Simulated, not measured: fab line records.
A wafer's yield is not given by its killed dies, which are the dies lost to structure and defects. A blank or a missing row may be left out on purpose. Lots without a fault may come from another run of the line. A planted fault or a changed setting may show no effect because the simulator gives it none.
Which tool is to blame? || flow gf180mcu || 14 lots, 41 wafers sampled, at 2 steps of a route of 602

## WHAT EACH GAUGE READ, for each wafer
GF_V5_THK_MEAS_03.
{"lot": "L678", "measured": "day 26 20:20", "on": "filmMetro-01", "V5_CVD_02_THK (nm)": "1485 1477 1490"}
{"lot": "L680", "measured": "day 27 12:16", "on": "filmMetro-03", "V5_CVD_02_THK (nm)": "1450 1481 1494"}
{"lot": "L682", "measured": "day 27 21:25", "on": "filmMetro-01", "V5_CVD_02_THK (nm)": "1493 1480 1436"}
{"lot": "L684", "measured": "day 29 00:02", "on": "filmMetro-02", "V5_CVD_02_THK (nm)": "1419 1453"}
{"lot": "L685", "measured": "day 29 00:53", "on": "filmMetro-01", "V5_CVD_02_THK (nm)": "1446 1463 1469"}
{"lot": "L687", "measured": "day 29 12:31", "on": "filmMetro-03", "V5_CVD_02_THK (nm)": "1474 1438 1441"}
{"lot": "L688", "measured": "day 29 16:44", "on": "filmMetro-01", "V5_CVD_02_THK (nm)": "1416 1449 1491"}
{"lot": "L689", "measured": "day 30 05:11", "on": "filmMetro-01", "V5_CVD_02_THK (nm)": "1449 1491 1504"}
{"lot": "L690", "measured": "day 30 08:39", "on": "filmMetro-02", "V5_CVD_02_THK (nm)": "1443 1457 1468"}
{"lot": "L694", "measured": "day 31 11:20", "on": "filmMetro-02", "V5_CVD_02_THK (nm)": "1479 1474 1476"}
{"lot": "L696", "measured": "day 31 21:59", "on": "filmMetro-02", "V5_CVD_02_THK (nm)": "1423 1430 1439"}
{"lot": "L697", "measured": "day 32 01:26", "on": "filmMetro-02", "V5_CVD_02_THK (nm)": "1438 1475 1460"}
{"lot": "L698", "measured": "day 32 11:41", "on": "filmMetro-02", "V5_CVD_02_THK (nm)": "1411 1423 1457"}
{"lot": "L699", "measured": "day 32 20:15", "on": "filmMetro-01", "V5_CVD_02_THK (nm)": "1441 1434 1438"}

## TOOL THAT RAN EACH LOT (tool first, then ch and the chambers of the sampled wafers, then the start)
{"lot": "L678", "GF_STI_CVD_23": "hdpcvd-01 ch 1,2, day 2 13:42"}
{"lot": "L680", "GF_STI_CVD_23": "hdpcvd-01 ch 0,1,2, day 3 00:22"}
{"lot": "L682", "GF_STI_CVD_23": "hdpcvd-01 ch 0,1,2, day 3 05:12"}
{"lot": "L684", "GF_STI_CVD_23": "hdpcvd-02 ch 0,1, day 3 18:36"}
{"lot": "L685", "GF_STI_CVD_23": "hdpcvd-01 ch 0,1,2, day 4 00:31"}
{"lot": "L687", "GF_STI_CVD_23": "hdpcvd-01 ch 0,2, day 4 07:27"}
{"lot": "L688", "GF_STI_CVD_23": "hdpcvd-02 ch 0,2, day 4 12:46"}
{"lot": "L689", "GF_STI_CVD_23": "hdpcvd-02 ch 0,2, day 4 18:04"}
{"lot": "L690", "GF_STI_CVD_23": "hdpcvd-01 ch 0,1,2, day 4 23:16"}
{"lot": "L694", "GF_STI_CVD_23": "hdpcvd-02 ch 0,1, day 5 20:08"}
{"lot": "L696", "GF_STI_CVD_23": "hdpcvd-01 ch 0,1, day 6 04:50"}
{"lot": "L697", "GF_STI_CVD_23": "hdpcvd-01 ch 1,2, day 6 09:51"}
{"lot": "L698", "GF_STI_CVD_23": "hdpcvd-02 ch 0,1,2, day 6 15:43"}
{"lot": "L699", "GF_STI_CVD_23": "hdpcvd-02 ch 0,1, day 6 21:26"}
- GF_STI_CVD_23: deposits SiO2, target thk 650 nm, time 108.3 s.

## WHAT THE TOOLS THEMSELVES READ (means of the sampled wafers that have a number; where no wafer has one, the mark that the record gives instead)
The record holds no such reading with a usual standard deviation.

## THE ANSWER, worked out from the rows above alone
Rule: usual is defined by the lots themselves. The widest of any qualifying gaps counts: lots, ordered by their means at a reading, are off when they make up no more than a third of the lots, leave a main group of 4 or more, and stand apart from it by 3 or more times the standard deviation of that group's means. Not used: any main group whose means are identical at the precision the tables above print for the reading. Also off: a lot with no number at a reading for which 4 or more lots have one. Any other lot the step has rows for is counted as sound. The gauges are gone through in route order, then the tools' own readings, and for those a lot's mean is taken as printed above. The first step at which some lot is off is used, and at that step the reading that is off furthest; a lot without a number counts as furthest.
Across all readings shown, no lot is off: no conclusion can be drawn from this.

## WHAT THE SIMULATOR PUT IN
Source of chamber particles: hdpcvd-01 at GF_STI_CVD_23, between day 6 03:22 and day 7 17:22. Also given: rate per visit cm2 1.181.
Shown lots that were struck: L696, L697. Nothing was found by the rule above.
